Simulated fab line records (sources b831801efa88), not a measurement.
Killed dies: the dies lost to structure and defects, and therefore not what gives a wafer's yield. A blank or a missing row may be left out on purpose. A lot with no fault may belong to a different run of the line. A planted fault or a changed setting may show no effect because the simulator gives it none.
A struck lot beside a sound one + flow sfq_line + 28 steps out of a route of 325
Sound: these wafers, L911.1, L911.4, L911.6. Struck: wafer L918.6 (L918.4, L918.5, from the same lot, were not struck and are left out); the cause is given at the end.
Order at every step that has rows: each side's tool, ch and its chambers, its first start. Under that, the readings that differ: sound wafers + struck wafers + difference of the means + sigmas: that difference in standard deviations of wafers without a fault.
alike: readings whose means differ by less than 2 such deviations, and words and numbers that are the same on both sides. not compared: withheld readings, readings that some wafer has no value for, bounds like >300 that may hide the same value, and numbers for which the record gives no deviation and whose values overlap.
The two part at a step that has a row with sigmas, a row that says differs or no value, or rows on one side only. Numbers that don't overlap but have no deviation are shown without sigmas and don't part them. Lack of a reading on every wafer of one side parts them only where that side has two or more wafers.

first, 6 steps without rows for these wafers: SFQ_TRILAYER_M0_LITHO_COAT_026 (resist thk 62 nm); SFQ_TRILAYER_M0_LITHO_COAT_021 (resist thk 600 nm); SFQ_TRILAYER_M0_LITHO_SOFTBAKE_025; SFQ_TRILAYER_M0_LITHO_EXPOSE_022 (exposes mask M0, target cd 500 nm); SFQ_TRILAYER_M0_LITHO_PEB_024 (peb time 60 s); SFQ_TRILAYER_M0_LITHO_DEVELOP_023 (time 60 s).
SFQ_M0_OVL_MEAS_906:
  sound on overlay-02, day 15 02:02; struck on overlay-02, day 17 14:56
  alike: M0_OVL
SFQ_TRILAYER_M0_BARC_OPEN_METAL_ETCH_031: etches BARC in O2, target depth 125 nm, time 41.7 s.
  sound on rie_metal-01 ch 0,1, day 15 02:05; struck on rie_metal-03 ch 1, day 17 14:58
  alike: drypump_motor_current_A, he_backside_leak_sccm, oes_product_au
  not compared: rf_hours_counter_h
SFQ_TRILAYER_M0_ETCH_METAL_ETCH_024: etches Nb in Cl2/Ar, stops on SiO2, target depth 240 nm, time 120 s.
  sound on rie_metal-01 ch 0,1, day 15 02:08; struck on rie_metal-03 ch 1, day 17 15:03
  alike: drypump_motor_current_A, he_backside_leak_sccm, oes_product_au
  not compared: rf_hours_counter_h
SFQ_TRILAYER_M0_STRIP_STRIP_025: strips in O2.
  sound on rie_metal-01 ch 0,1, day 15 02:16; struck on rie_metal-03 ch 1, day 17 15:20
  alike: drypump_motor_current_A, he_backside_leak_sccm, oes_product_au, platen_temp_c
  not compared: rf_hours_counter_h
then, 1 step without rows for these wafers: SFQ_TRILAYER_M0_STRIP_SOLV_CLEAN_026 (cleans in NMP, time 600 s).
SFQ_TRILAYER_I0_DEP_PECVD_027: deposits SiO2 from SiH4/N2O, time 111.11 s, target thk 500 nm.
  sound on pecvd-03 ch 1,2, day 15 03:02; struck on pecvd-04 ch 2, day 17 15:57
  alike: chamber_pressure_Torr, heater_power_w, susceptor_temp_C, throttle_valve_pct
SFQ_TRILAYER_I0_CMP_CMP_028: polishes SiO2.
  sound on cmp-02 ch 0,2, day 15 03:37; struck on cmp-01 ch 3, day 17 17:59
| reading                                             | sound             | struck | difference | sigmas |
|-----------------------------------------------------|-------------------|--------|------------|--------|
| model.SiO2_of_TRILAYER_I0_DEP_PECVD_027.thk_nm (nm) | 199.1 200.7 199.7 | 213.8  | +14.0      |        |
  alike: motor_current_A, time_to_endpoint_s
SFQ_I0_BOW_MEAS_907:
  sound on film_metro-03, day 15 06:07; struck on film_metro-03, day 17 20:22
  not compared: I0_BOW
SFQ_TRILAYER_I0_METRO_MEASURE_029:
  sound on film_metro-03, day 15 06:14; struck on film_metro-03, day 18 02:43
| reading     | sound             | struck | difference | sigmas |
|-------------|-------------------|--------|------------|--------|
| thk_nm (nm) | 199.3 200.9 199.8 | 213.9  | +13.9      | +16    |
then, 6 steps without rows for these wafers: SFQ_TRILAYER_I0_VIA_LITHO_COAT_036 (resist thk 62 nm); SFQ_TRILAYER_I0_VIA_LITHO_COAT_031 (resist thk 650 nm); SFQ_TRILAYER_I0_VIA_LITHO_SOFTBAKE_035; SFQ_TRILAYER_I0_VIA_LITHO_EXPOSE_032 (exposes mask I0, target cd 500 nm); SFQ_TRILAYER_I0_VIA_LITHO_PEB_034 (peb time 60 s); SFQ_TRILAYER_I0_VIA_LITHO_DEVELOP_033 (time 60 s).
-- the record jumps here: 6 days lie between the struck wafers' starts before and after --
SFQ_I0_OVL_MEAS_908:
  sound on overlay-02, day 21 01:16; struck on overlay-01, day 24 12:17
  alike: I0_OVL
SFQ_TRILAYER_I0_VIA_BARC_OPEN_VIA_ETCH_046: etches BARC in O2, target depth 125 nm, time 41.7 s.
  sound on rie_diel-01 ch 0,1,3, day 21 01:19; struck on rie_diel-02 ch 1, day 24 12:20
  alike: drypump_motor_current_A, oes_product_au
  not compared: rf_hours_counter_h
SFQ_TRILAYER_I0_VIA_ETCH_VIA_ETCH_034: etches SiO2 in CHF3, stops on Nb, target depth 260 nm.
  sound on rie_diel-01 ch 0,1,3, day 21 01:21; struck on rie_diel-02 ch 1, day 24 12:25
| reading                        | sound             | struck | difference | sigmas |
|--------------------------------|-------------------|--------|------------|--------|
| oes_product_au (a.u.)          | 0.850 0.855 0.853 | 0.898  | +0.045     | +9     |
| model.etch.depth_nm (nm)       | 199.1 200.7 199.7 | 213.8  | +14.0      |        |
| model.I0.feature_depth_nm (nm) | 199.1 200.7 199.7 | 213.8  | +14.0      |        |
  alike: drypump_motor_current_A
then, 2 steps without rows for these wafers: SFQ_TRILAYER_I0_VIA_STRIP_STRIP_035 (strips in O2); SFQ_TRILAYER_I0_VIA_STRIP_SOLV_CLEAN_036 (cleans in NMP, time 600 s).
SFQ_TRILAYER_M1_DEP_PRE_CLEAN_038: time 22.5 s.
  sound on pvd_sputter-03, day 21 02:14; struck on pvd_sputter-03, day 24 13:14
| reading                                             | sound             | struck | difference | sigmas |
|-----------------------------------------------------|-------------------|--------|------------|--------|
| model.SiO2_of_TRILAYER_I0_DEP_PECVD_027.thk_nm (nm) | 191.6 193.2 192.2 | 206.3  | +14.0      |        |
then, 1 step without rows for these wafers: SFQ_TRILAYER_M1_DEP_SPUTTER_037 (material Nb, target thk 200 nm, time 133.3 s).

== WHERE THEY PART ==
First at SFQ_TRILAYER_I0_METRO_MEASURE_029; last, within this record, at SFQ_TRILAYER_I0_VIA_ETCH_VIA_ETCH_034.

WHY: what the simulator had put in
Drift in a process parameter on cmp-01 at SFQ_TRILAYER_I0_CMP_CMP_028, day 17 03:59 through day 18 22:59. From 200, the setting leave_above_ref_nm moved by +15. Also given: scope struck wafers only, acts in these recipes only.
